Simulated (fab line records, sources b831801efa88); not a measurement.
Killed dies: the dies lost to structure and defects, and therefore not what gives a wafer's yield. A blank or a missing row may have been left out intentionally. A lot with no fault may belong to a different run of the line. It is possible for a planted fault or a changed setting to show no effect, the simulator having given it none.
Matching of chambers | flow gf180mcu | rie-diel-04 running GF_V1_ETCH_16: 4 sister chambers
The step etches BARC in N2/H2. 20 wafers are shown with their chamber, then 10 later ones without.

## EACH WAFER AND ITS CHAMBER
wafer  | chamber | oes-product-au (a.u.) | throttle-valve-pct (%)
L075.2 | 2       | 0.854                 | 13.206
L075.3 | 0       | 0.853                 | 13.210
L075.5 | 0       | 0.864                 | 13.220
L078.1 | 3       | 0.854                 | 13.213
L078.5 | 3       | 0.856                 | 13.232
L078.6 | 2       | 0.864                 | 13.219
L079.2 | 2       | 0.866                 | 13.213
L079.3 | 1       | 0.861                 | 13.224
L079.5 | 0       | 0.859                 | 13.233
L080.2 | 2       | 0.852                 | 13.234
L080.3 | 0       | 0.859                 | 13.232
L080.4 | 1       | 0.852                 | 13.220
L083.1 | 2       | 0.854                 | 13.237
L083.2 | 3       | 0.862                 | 13.222
L083.3 | 1       | 0.845                 | 13.220
L083.4 | 0       | 0.845                 | 13.225
L083.5 | 1       | 0.856                 | 13.218
L083.6 | 0       | 0.858                 | 13.222
L087.2 | 3       | 0.859                 | 13.205
L087.3 | 0       | 0.851                 | 13.233

SIGNATURES (averages over the wafers above)
reading            | chamber 0 | chamber 1 | chamber 2 | chamber 3 | scatter within a chamber
oes-product-au     | 0.85557   | 0.85350   | 0.85800   | 0.85775   | 0.00603
throttle-valve-pct | 13.22500  | 13.22050  | 13.22180  | 13.21800  | 0.00992
Rule: a wafer's distance from a chamber is the root of the sum, over the readings, of the square of ((its reading less the chamber's mean) divided by the reading's scatter). The wafer belongs to the nearest chamber; if the next one is less than 2 further off, it can't be placed. The scatter is the square root of a quotient: the sum, over the shown wafers, of each reading's squared deviation from its chamber's mean, divided by wafers minus chambers.

## WAFERS WHOSE CHAMBER IS MISSING
wafer  | oes-product-au (a.u.) | throttle-valve-pct (%)
L087.4 | 0.855                 | 13.214
L088.2 | 0.854                 | 13.219
L088.4 | 0.860                 | 13.229
L088.6 | 0.855                 | 13.225
L090.1 | 0.861                 | 13.214
L090.4 | 0.861                 | 13.234
L090.6 | 0.860                 | 13.227
L096.1 | 0.856                 | 13.229
L096.4 | 0.859                 | 13.214
L096.6 | 0.861                 | 13.233

## CHAMBER TAKEN BY EACH
wafer  | from the rows above               | in truth
L087.4 | can't be placed: 3 or 1 or 2 or 0 | 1
L088.2 | can't be placed: 1 or 3 or 0 or 2 | 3
L088.4 | can't be placed: 2 or 0 or 3 or 1 | 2
L088.6 | can't be placed: 0 or 1 or 2 or 3 | 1
L090.1 | can't be placed: 3 or 2 or 1 or 0 | 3
L090.4 | can't be placed: 0 or 2 or 3 or 1 | 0
L090.6 | can't be placed: 2 or 0 or 3 or 1 | 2
L096.1 | can't be placed: 0 or 2 or 1 or 3 | 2
L096.4 | can't be placed: 3 or 2 or 1 or 0 | 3
L096.6 | can't be placed: 0 or 2 or 3 or 1 | 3
Placed correctly: 0 of 10. Unplaceable from these rows: 10, with the true chamber sitting among the candidates in 10. 0 placed wrongly.
